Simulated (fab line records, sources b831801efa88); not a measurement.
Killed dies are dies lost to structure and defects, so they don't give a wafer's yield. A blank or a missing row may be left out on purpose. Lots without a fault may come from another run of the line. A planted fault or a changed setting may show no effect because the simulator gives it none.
A struck lot beside a sound one | flow sky130 | 44 steps out of a route of 708
Sound: wafers L546.2, L546.3, L546.4. Struck: wafer L542.2. The cause comes at the end.
At each step with rows: each side's tool, then ch and its chambers, then its first start. Under that, the readings that differ: sound wafers | struck wafers | difference of the means | sigmas: that difference in standard deviations of wafers without a fault.
alike: readings whose means differ by less than 2 such deviations, and words and numbers that are the same on both sides. not compared: withheld readings, readings that some wafer has no value for, bounds like >300 that may hide the same value, and numbers for which the record gives no deviation and whose values overlap.
The two part at a step that has a row with sigmas, a row that says differs or no value, or rows on one side only. Numbers that don't overlap but have no deviation are shown without sigmas and don't part them. A reading that every wafer of one side lacks parts them only if that side has two wafers or more.

SKY_VIA2_SPUTTER_20: material TiN, target thk 20 nm, time 80 s.
  sound on pvd_sputter-02, day 42 10:43; struck on pvd_sputter-02, day 41 10:20
  alike: throttle_valve_pct
then, 1 step without rows for these wafers: SKY_VIA2_CVD_21 (deposits W, target thk 420 nm, time 126.4 s).
SKY_VIA2_RS_MEAS_22: measures by four-point-probe.
  sound on film_metro-03, day 42 10:55; struck on film_metro-04, day 41 10:34
  alike: VIA2_W_RS
SKY_VIA2_THK_MEAS_23: measures by xrf.
  sound on film_metro-03, day 42 11:02; struck on film_metro-04, day 41 10:41
  reading         | sound       | struck | difference | sigmas
  VIA2_W_THK (nm) | 426 431 423 | 446    | +19        | +2
SKY_VIA2_CMP_24: polishes, stops on SiO2, t overpolish 20 s, target thk 0 nm.
  sound on cmp-01 ch 0,1,3, day 42 11:05; struck on cmp-02 ch 3, day 41 11:06
  reading                | sound      | struck | difference | sigmas
  time_to_endpoint_s (s) | 95 103 101 | 110    | +10        | +2
  alike: motor_current_A, overpolish_run_s, retaining_ring_pressure_frac
then, 6 steps without rows for these wafers: SKY_METAL3_SPUTTER_00 (material Ti, target thk 15 nm, time 10 s); SKY_METAL3_SPUTTER_01 (material TiN, target thk 20 nm, time 16.7 s); SKY_METAL3_SPUTTER_02 (material AlCu, target thk 735 nm, time 39.1 s); SKY_METAL3_SPUTTER_03 (material Ti, target thk 5 nm, time 3.3 s); SKY_METAL3_SPUTTER_04 (material TiN, target thk 70 nm, time 58.3 s); SKY_CAPM_CVD_00 (deposits SiO2, target thk 15.5 nm).
SKY_CAPM_THK_MEAS_01:
  sound on film_metro-03, day 42 11:34; struck on film_metro-01, day 41 11:32
  alike: CAPM_CVD_00_THK
SKY_CAPM_SPUTTER_02: material TiN, target thk 200 nm, time 166.7 s.
  sound on pvd_sputter-02, day 42 11:37; struck on pvd_sputter-04, day 41 11:35
  reading                                  | sound             | struck | difference | sigmas
  model.TiN_of_CAPM_SPUTTER_02.thk_nm (nm) | 198.3 197.4 202.8 | 213.7  | +14.2      |
  alike: throttle_valve_pct
SKY_CAPM_RS_MEAS_03: measures by four-point-probe.
  sound on film_metro-01, day 42 11:45; struck on film_metro-03, day 41 11:43
  reading              | sound          | struck | difference | sigmas
  CAPM_TIN_RS (ohm/sq) | 6.96 7.00 6.81 | 6.47   | -0.45      | -4
SKY_CAPM_THK_MEAS_04: measures by xrf.
  sound on film_metro-01, day 42 11:52; struck on film_metro-03, day 41 11:49
  reading           | sound       | struck | difference | sigmas
  CAPM_TIN_THK (nm) | 197 197 203 | 215    | +16        | +5
then, 7 steps without rows for these wafers: SKY_CAPM_DEHYDRATE_05 (time 60 s); SKY_CAPM_HMDS_06 (prime time 60 s); SKY_CAPM_COAT_07 (resist thk 1140 nm); SKY_CAPM_SOFTBAKE_08 (time 60 s); SKY_CAPM_EXPOSE_09 (exposes mask CAPM, target cd 1000 nm); SKY_CAPM_PEB_10; SKY_CAPM_DEVELOP_11 (develop time 60 s).
SKY_CAPM_OVL_MEAS_12:
  sound on overlay-01, day 43 10:07; struck on overlay-02, day 42 12:11
  reading       | sound         | struck | difference | sigmas
  CAPM_OVL (nm) | -0.4 0.7 -2.4 | -3.7   | -3.0       | -2
SKY_CAPM_METAL_ETCH_13: etches TiN in Cl2/BCl3, stops on SiO2, target depth 220 nm, time 62.9 s.
  sound on rie_metal-04 ch 0,1, day 43 10:09; struck on rie_metal-04 ch 1, day 42 12:13
  reading                | sound                | struck | difference | sigmas
  oes_product_au (a.u.)  | 0.932 0.932 0.947    | 0.974  | +0.037     | +4
  throttle_valve_pct (%) | 21.900 21.911 21.903 | 21.881 | -0.024     | -3
  alike: drypump_motor_current_A
  not compared: rf_hours_counter_h
SKY_CAPM_STRIP_14: strips in O2/N2.
  sound on plasma_asher-04 ch 0,1, day 43 10:13; struck on plasma_asher-02 ch 1, day 42 12:18
  reading                     | sound       | struck | difference | sigmas
  drypump_motor_current_A (A) | 6.0 6.0 6.4 | 5.2    | -0.9       | -2
  alike: o2_flow_sccm, oes_product_au, strip_time_to_endpoint_s
  not compared: rf_hours_counter_h
then, 11 steps without rows for these wafers: SKY_CAPM_STRIP_15 (strips in post etch residue remover, time 1200 s); SKY_CAPM_CLEAN_16 (cleans in IPA, time 180 s); SKY_CAPM_CLEAN_17 (cleans in O3/DIW); SKY_METAL3_DEHYDRATE_05 (time 60 s); SKY_METAL3_HMDS_06 (prime time 60 s); SKY_METAL3_COAT_07 (resist thk 60 nm); SKY_METAL3_COAT_08 (resist thk 1140 nm); SKY_METAL3_SOFTBAKE_09 (time 90 s); SKY_METAL3_EXPOSE_10 (exposes mask MM3, target cd 300 nm); SKY_METAL3_PEB_11; SKY_METAL3_DEVELOP_12 (develop time 60 s).
SKY_METAL3_CD_MEAS_13: target cd 300 nm.
  sound on cd_sem-01, day 44 10:15; struck on cd_sem-02, day 43 13:03
  reading    | sound             | struck | difference | sigmas
  cd_nm (nm) | 295.1 298.0 296.9 | 301.1  | +4.4       | +3
SKY_METAL3_OVL_MEAS_14:
  sound on overlay-02, day 44 10:22; struck on overlay-02, day 43 13:10
  alike: METAL3_OVL
then, 1 step without rows for these wafers: SKY_METAL3_DESCUM_15 (chemistry O2, time 8 s).
SKY_METAL3_ETCH_16: etches BARC in N2/H2, stops on SiO2, time 88.2 s, target depth 60 nm.
  sound on rie_metal-02 ch 0,1, day 44 10:25; struck on rie_metal-03 ch 0, day 43 13:13
  alike: drypump_motor_current_A, oes_product_au, throttle_valve_pct
  not compared: rf_hours_counter_h
then, 1 step without rows for these wafers: SKY_METAL3_ETCH_17 (etches SiO2 in C4F8/O2/Ar, stops on TiN, time 3.9 s, target depth 15 nm).
SKY_METAL3_METAL_ETCH_18: etches the open film in Cl2/BCl3, stops on SiO2, target depth 845 nm, time 183.1 s.
  sound on rie_metal-01 ch 0,1, day 44 10:32; struck on rie_metal-01 ch 0, day 43 13:24
  alike: drypump_motor_current_A, oes_product_au, throttle_valve_pct
  not compared: rf_hours_counter_h
SKY_METAL3_STRIP_20: strips in post etch residue remover, time 1200 s.
  sound on wet_bench-02 ch 1, day 44 10:49; struck on wet_bench-02 ch 0, day 43 13:47
  reading                                  | sound           | struck | difference | sigmas
  model.TiN_of_CAPM_SPUTTER_02.thk_nm (nm) | 197.5 196.5 202 | 212.9  | +14.2      |
  alike: bath_guard_temp_C
SKY_PAD_OPEN_PROBE_99:
  the record has rows for the sound wafers here (prober-02, day 50 16:10) and none for the struck ones

WHERE THEY PART
First at SKY_VIA2_THK_MEAS_23; last, within this record, at SKY_PAD_OPEN_PROBE_99.

WHY: what the simulator had put in
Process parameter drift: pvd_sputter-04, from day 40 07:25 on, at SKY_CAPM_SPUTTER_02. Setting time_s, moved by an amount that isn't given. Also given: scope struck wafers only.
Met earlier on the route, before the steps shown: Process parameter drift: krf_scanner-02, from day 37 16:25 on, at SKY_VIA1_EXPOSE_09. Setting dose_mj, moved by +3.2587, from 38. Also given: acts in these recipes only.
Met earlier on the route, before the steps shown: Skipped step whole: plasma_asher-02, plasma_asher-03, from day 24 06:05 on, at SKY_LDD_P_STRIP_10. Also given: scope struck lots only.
